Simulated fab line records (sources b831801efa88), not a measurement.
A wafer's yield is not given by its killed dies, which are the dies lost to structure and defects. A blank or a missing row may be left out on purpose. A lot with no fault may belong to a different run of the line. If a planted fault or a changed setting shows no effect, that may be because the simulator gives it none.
What tool caused it? || flow sky130 || 6 lots, 17 wafers sampled, at 2 steps of a route of 708

WHAT THE GAUGES SHOWED, per wafer
SKY_VIA4_OVL_MEAS_11.
{"lot": "L935", "measured": "day 42 17:35", "on": "overlay-02", "VIA4_OVL (nm)": "-0.1 0.2 -0.6"}
{"lot": "L944", "measured": "day 45 04:34", "on": "overlay-02", "VIA4_OVL (nm)": "1.9 1.1 0.9"}
{"lot": "L946", "measured": "day 45 22:00", "on": "overlay-01", "VIA4_OVL (nm)": "0.1 0.0 2.3"}
{"lot": "L949", "measured": "day 46 11:00", "on": "overlay-02", "VIA4_OVL (nm)": "1.0 1.4 1.5"}
{"lot": "L954", "measured": "day 47 06:40", "on": "overlay-02", "VIA4_OVL (nm)": "-1.1 -0.6"}
{"lot": "L956", "measured": "day 48 11:50", "on": "overlay-02", "VIA4_OVL (nm)": "0.5 -2.3 1.2"}

TOOL THAT RAN EACH LOT (tool first, then ch and the chambers of the sampled wafers, then the start)
{"lot": "L935", "SKY_VIA3_HDPCVD_00": "hdpcvd-02 ch 0,2, day 38 11:32"}
{"lot": "L944", "SKY_VIA3_HDPCVD_00": "hdpcvd-02 ch 0,2, day 41 04:23"}
{"lot": "L946", "SKY_VIA3_HDPCVD_00": "hdpcvd-01 ch 0,1,2, day 41 22:35"}
{"lot": "L949", "SKY_VIA3_HDPCVD_00": "hdpcvd-01 ch 0,1, day 42 14:58"}
{"lot": "L954", "SKY_VIA3_HDPCVD_00": "hdpcvd-02 ch 1,2, day 43 14:39"}
{"lot": "L956", "SKY_VIA3_HDPCVD_00": "hdpcvd-02 ch 0,1,2, day 44 22:16"}
- SKY_VIA3_HDPCVD_00: deposits SiO2, target thk 1635 nm, time 272.5 s.

THE ANSWER, worked out from the rows above alone
Rule: usual is defined by the lots themselves. Put in order of their means at a reading, lots are off if they are a third of the lots or fewer, leave a main group of 4 or more, and stand apart from it by a gap of 3 or more times the standard deviation of the main group's means; of several such gaps the widest counts. Not used: any main group whose means are identical at the precision the tables above print for the reading. A lot without any number at a reading at which 4 lots or more have one is off too. All remaining lots with rows at the step are treated as sound.
None of the lots is off at any reading shown; this tells nothing.

WHAT THE SIMULATOR HAD INSERTED
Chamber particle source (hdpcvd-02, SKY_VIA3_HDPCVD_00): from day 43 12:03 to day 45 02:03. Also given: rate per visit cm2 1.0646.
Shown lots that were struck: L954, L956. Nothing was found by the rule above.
